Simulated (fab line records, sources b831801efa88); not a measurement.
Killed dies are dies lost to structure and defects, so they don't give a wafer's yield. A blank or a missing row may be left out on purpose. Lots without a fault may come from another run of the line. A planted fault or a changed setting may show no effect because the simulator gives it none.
Which tool did it? | flow sky130 | 14 lots, 41 wafers sampled, at 3 steps of a route of 708

WHAT THE GAUGES READ, wafer by wafer
SKY_POLY_GATE_CD_MEAS_13: target cd 150 nm. Usual: cd_nm 149.9 nm, standard deviation 1.4.
lot  | measured     | on        | cd_nm (nm)        | flag
L787 | day 16 16:49 | cd_sem-01 | 152.1 151.8 151.4 |
L788 | day 17 01:32 | cd_sem-01 | 148.4 149.4 147.8 |
L790 | day 17 13:11 | cd_sem-02 | 148.3 148.9 151.3 |
L791 | day 17 22:01 | cd_sem-02 | 150.9 151.7 152.8 |
L795 | day 19 12:52 | cd_sem-02 | 150.0 148.2 149.9 |
L796 | day 19 15:42 | cd_sem-01 | 148.7 148.9       |
L800 | day 21 01:34 | cd_sem-01 | 149.9 150.1 150.6 |
L801 | day 21 15:08 | cd_sem-02 | 149.0 150.2 148.4 |
L803 | day 22 08:50 | cd_sem-02 | 152.0 150.6 151.2 |
L804 | day 22 13:29 | cd_sem-02 | 150.7 151.2 149.2 |
L805 | day 22 16:59 | cd_sem-01 | 148.5 148.1 148.2 |
L807 | day 23 14:34 | cd_sem-02 | 148.1 146.6 148.8 |
L808 | day 23 19:38 | cd_sem-01 | 152.8 150.9 150.8 |
L810 | day 24 17:26 | cd_sem-01 | 149.3 149.9 149.3 |

SKY_POLY_GATE_CD_MEAS_22. Usual: cd_nm 148.8 nm, standard deviation 2.3.
lot  | measured     | on        | cd_nm (nm)        | flag
L787 | day 16 19:28 | cd_sem-01 | 154.3 152.3 148.9 |
L788 | day 17 04:35 | cd_sem-01 | 147.6 148.4 147.0 |
L790 | day 17 15:02 | cd_sem-02 | 149.2 148.9 149.2 |
L791 | day 18 00:38 | cd_sem-02 | 150.0 151.5 152.1 |
L795 | day 19 16:46 | cd_sem-01 | 146.6 150.4 147.0 |
L796 | day 19 19:37 | cd_sem-02 | 146.5 145.8       |
L800 | day 21 03:35 | cd_sem-01 | 148.7 149.0 147.7 |
L801 | day 21 16:59 | cd_sem-02 | 146.0 149.9 149.7 |
L803 | day 22 12:14 | cd_sem-01 | 150.8 146.3 148.4 |
L804 | day 22 15:31 | cd_sem-01 | 148.3 148.3 144.6 |
L805 | day 22 18:50 | cd_sem-01 | 147.1 145.8 146.4 |
L807 | day 23 17:19 | cd_sem-02 | 143.0 144.0 149.6 |
L808 | day 23 21:29 | cd_sem-01 | 154.7 150.6 151.3 |
L810 | day 24 20:19 | cd_sem-02 | 150.5 146.8 146.6 |

WHICH TOOL RAN EACH LOT (tool, then ch and the chambers of the sampled wafers, then the start)
lot  | SKY_POLY_GATE_STRIP_18
L787 | plasma_asher-02 ch 0,1, day 16 17:13
L788 | plasma_asher-01 ch 1, day 17 01:56
L790 | plasma_asher-04 ch 0,1, day 17 13:35
L791 | plasma_asher-04 ch 0,1, day 17 22:23
L795 | plasma_asher-04 ch 0, day 19 13:14
L796 | plasma_asher-04 ch 0,1, day 19 16:05
L800 | plasma_asher-02 ch 0,1, day 21 01:56
L801 | plasma_asher-01 ch 0,1, day 21 15:32
L803 | plasma_asher-02 ch 0,1, day 22 09:13
L804 | plasma_asher-04 ch 0,1, day 22 13:58
L805 | plasma_asher-04 ch 0,1, day 22 17:23
L807 | plasma_asher-01 ch 0,1, day 23 14:58
L808 | plasma_asher-04 ch 0,1, day 23 20:02
L810 | plasma_asher-01 ch 0, day 24 17:50
- SKY_POLY_GATE_STRIP_18: strips in O2/N2.

WHAT THE TOOLS THEMSELVES READ (means of the sampled wafers that have a number; where no wafer has one, the mark that the record gives instead)
SKY_POLY_GATE_STRIP_18. Usual: drypump_motor_current_A 5.70 A, standard deviation 0.22; o2_flow_sccm 3002 sccm, standard deviation 9.2; oes_product_au 0.361 a.u., standard deviation 0.0045; strip_time_to_endpoint_s 3.18 s, standard deviation 0.034.
lot  | tool            | drypump_motor_current_A (A) | o2_flow_sccm (sccm) | oes_product_au (a.u.) | strip_time_to_endpoint_s (s) | flag
L787 | plasma_asher-02 | 5.46                        | 2994                | 0.360                 | 3.18                         |
L788 | plasma_asher-01 | 6.01                        | 3016                | 0.360                 | 3.12                         |
L790 | plasma_asher-04 | 5.79                        | 3000                | 0.363                 | 3.16                         |
L791 | plasma_asher-04 | 5.75                        | 3002                | 0.360                 | 3.20                         |
L795 | plasma_asher-04 | 5.72                        | 3008                | 0.360                 | 3.15                         |
L796 | plasma_asher-04 | 5.73                        | 2999                | 0.360                 | 3.21                         |
L800 | plasma_asher-02 | 5.62                        | 3004                | 0.360                 | 3.20                         |
L801 | plasma_asher-01 | 5.62                        | 3003                | 0.354                 | 3.15                         |
L803 | plasma_asher-02 | 5.46                        | 3004                | 0.364                 | 3.19                         |
L804 | plasma_asher-04 | 5.74                        | 3007                | 0.362                 | 3.20                         |
L805 | plasma_asher-04 | 5.75                        | 3009                | 0.361                 | 3.21                         |
L807 | plasma_asher-01 | 5.62                        | 2997                | 0.362                 | 3.19                         |
L808 | plasma_asher-04 | 5.80                        | 3004                | 0.359                 | 3.14                         |
L810 | plasma_asher-01 | 5.44                        | 3010                | 0.359                 | 3.17                         |

THE ANSWER, worked out from the rows above alone
Rule: a lot is off if the mean of its wafers that have a number lies more than 3 standard deviations from the usual mean. A lot without any number at a reading at which 4 lots or more have one is off too. The other lots that the step has rows for count as sound. The gauges are gone through in route order, then the tools' own readings, and for those a lot's mean is taken as printed above. The first step at which some lot is off is used, and at that step the reading that is off furthest; a lot without a number counts as furthest.
No lot is off at any reading shown: from this, nothing can be told.

WHAT THE SIMULATOR HAD PUT IN
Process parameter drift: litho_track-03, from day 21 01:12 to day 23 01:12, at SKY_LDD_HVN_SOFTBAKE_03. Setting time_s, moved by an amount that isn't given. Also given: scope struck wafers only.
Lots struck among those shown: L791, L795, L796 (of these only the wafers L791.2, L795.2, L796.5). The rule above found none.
